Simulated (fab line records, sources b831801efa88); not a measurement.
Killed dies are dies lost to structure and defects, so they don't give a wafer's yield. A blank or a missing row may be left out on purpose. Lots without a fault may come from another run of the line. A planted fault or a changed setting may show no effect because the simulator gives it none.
Problem report in the 8D (eight disciplines) form, filled by code | flow gf180mcu | the parts of the form that need people (team, actions taken, sign-off) are left out

1. THE PROBLEM
beam_energy_keV at GF_HV_LDD_IMPLANT_09 reads a mean of 38.589 on 6 wafers of 2 lots; wafers without a fault read 40.000 with a standard deviation of 0.011. That is -99 or more standard deviations from the usual mean.
First seen on wafer L339.1, day 12 11:16, on implanter-04. The record holds 42 wafers of 14 lots with a number at this step. Rule for "out", or "out of limits": more than 4 standard deviations from the usual mean. The other wafers with a number count as sound.

2. WHAT IT IS AND WHAT IT IS NOT
question                    | is                     | is not
which readings at this step | beam_energy_keV        | faraday_current_uA
which lots                  | L339, L342             | L331, L332, L335, L336, L337, L344, L347, L349, L350, L351, L352, L353
which wafers of those lots  | all that have a number | -
read on which tools         | implanter-04           | implanter-02, implanter-03
when                        | from day 12 11:16      | up to then (15 sound wafers); but 21 sound wafers of L344, L347, L349, L350, L351, L352, L353 came after

3. SUSPECTS, AND WHAT RULES EACH OUT
Counting: a tool at a process step up to the reading stays a suspect if it ran every lot that is out and no sound lot after the first of them.
- implanter-04 at GF_HV_LDD_IMPLANT_09: ruled out as a lasting fault. Sound lots L351, L352 ran on it after its first lot that is out, L339 (day 12 11:16).
Left after counting: nothing in the record.

4. THE CAUSE (what the simulator had put in)
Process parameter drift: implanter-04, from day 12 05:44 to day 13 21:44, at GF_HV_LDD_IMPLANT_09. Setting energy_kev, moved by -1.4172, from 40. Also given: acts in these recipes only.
Counting ruled it out, wrongly.

5. THE CHAIN OF EFFECTS, in route order
Each row: a reading whose mean over the struck wafers that have a number lies more than 3 standard deviations from the usual. Only readings for which the record gives a usual standard deviation are gone through. hours: the time from each lot's start at the first step in this table that gives one to its start at this step, as a median over the lots. sigmas: the change in usual standard deviations.
hours | step                 | reading         | usual  | on struck wafers | change | sigmas
0     | GF_HV_LDD_IMPLANT_09 | beam_energy_keV | 40.000 | 38.589           | -1.411 | -99 or more
The process steps in it:
- GF_HV_LDD_IMPLANT_09
Later measuring or inspecting steps at which every struck wafer that the step has a row for has a number for every such reading, and none has moved that far: GF_HV_LDD_CD_MEAS_31.

6. WHAT WOULD HAVE CAUGHT IT SOONER
In this record the first reading out of limits was taken at day 12 11:16, 6 hours after the fault began at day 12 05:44.
